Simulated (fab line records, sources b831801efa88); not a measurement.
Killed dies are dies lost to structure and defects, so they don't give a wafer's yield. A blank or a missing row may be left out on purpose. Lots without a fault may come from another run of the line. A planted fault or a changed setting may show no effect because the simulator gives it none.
Chamber matching | flow sfq_line | SFQ_TRILAYER_I6_CMP_CMP_166 on cmp-02: 4 sister chambers
The step polishes SiO2. 4 wafers are shown with their chamber, then 7 later ones without.

WAFERS WITH THEIR CHAMBER
wafer  | chamber | motor_current_A (A)
L807.5 | 2       | 8.9
L809.3 | 0       | 10.2
L809.4 | 3       | 11.6
L809.5 | 1       | 8.7

WAFERS WITHOUT THEIR CHAMBER
wafer  | motor_current_A (A)
L812.3 | 11.6
L812.4 | 9.8
L812.1 | 8.8
L815.1 | 11.1
L815.2 | 10.3
L815.6 | 8.8
L817.6 | 10.1

WHICH CHAMBER EACH WENT THROUGH
wafer  | from the rows above     | in truth
L812.3 | 3                       | 3
L812.4 | can't be placed: 0 or 2 | 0
L812.1 | can't be placed: 2 or 1 | 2
L815.1 | can't be placed: 3 or 0 | 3
L815.2 | 0                       | 0
L815.6 | can't be placed: 2 or 1 | 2
L817.6 | 0                       | 0
Placed correctly: 3 of 7. Can't be placed from these rows: 4 (the true chamber is among the candidates in 4). Placed wrongly: 0.
How it was worked out, from the rows above alone: a wafer's distance from a chamber is the root of the sum, over the readings, of the square of ((its reading less the chamber's mean) divided by the reading's scatter). The wafer belongs to the nearest chamber; if the next one is less than 2 further off, it can't be placed. A chamber's mean is the mean of its shown wafers. The scatter: with one shown wafer a chamber, the root of the mean of the squares of how far each hidden wafer lies from its nearest shown one.
